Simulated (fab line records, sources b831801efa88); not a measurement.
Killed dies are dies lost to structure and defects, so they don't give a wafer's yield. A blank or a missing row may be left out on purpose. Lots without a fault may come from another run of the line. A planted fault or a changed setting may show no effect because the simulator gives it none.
Chamber matching | flow sky130 | SKY_METAL3_ETCH_17 on rie_diel-01: 4 sister chambers
The step etches SiO2 in C4F8/O2/Ar, stops on TiN, time 3.9 s, target depth 15 nm. 8 wafers are shown with their chamber, then 7 later ones without.

WAFERS WITH THEIR CHAMBER
wafer  | chamber | bias_w (W) | oes_product_au (a.u.)
L437.1 | 1       | 1197       | 0.745
L444.2 | 1       | 1207       | 0.765
L445.5 | 3       | 1205       | 0.781
L450.1 | 0       | 1203       | 0.759
L450.2 | 2       | 1198       | 0.758
L450.6 | 3       | 1199       | 0.755
L453.2 | 2       | 1187       | 0.748
L453.4 | 0       | 1205       | 0.753

WAFERS WITHOUT THEIR CHAMBER
wafer  | bias_w (W) | oes_product_au (a.u.)
L453.5 | 1195       | 0.758
L454.1 | 1198       | 0.749
L454.3 | 1196       | 0.754
L454.4 | 1201       | 0.769
L456.1 | 1203       | 0.746
L456.4 | 1200       | 0.752
L456.6 | 1198       | 0.761

WHICH CHAMBER EACH WENT THROUGH
wafer  | from the rows above               | in truth
L453.5 | can't be placed: 2 or 1 or 3 or 0 | 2
L454.1 | can't be placed: 1 or 2 or 0 or 3 | 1
L454.3 | can't be placed: 2 or 1 or 0 or 3 | 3
L454.4 | can't be placed: 3 or 1 or 0 or 2 | 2
L456.1 | can't be placed: 1 or 0 or 3 or 2 | 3
L456.4 | can't be placed: 1 or 0 or 2 or 3 | 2
L456.6 | can't be placed: 1 or 3 or 0 or 2 | 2
Placed correctly: 0 of 7. Can't be placed from these rows: 7 (the true chamber is among the candidates in 7). Placed wrongly: 0.
How it was worked out, from the rows above alone: a wafer's distance from a chamber is the root of the sum, over the readings, of the square of ((its reading less the chamber's mean) divided by the reading's scatter). The wafer belongs to the nearest chamber; if the next one is less than 2 further off, it can't be placed. A chamber's mean is the mean of its shown wafers. The scatter: the root of (the sum of the squares of (reading less its chamber's mean) over the shown wafers, divided by (wafers less chambers)).
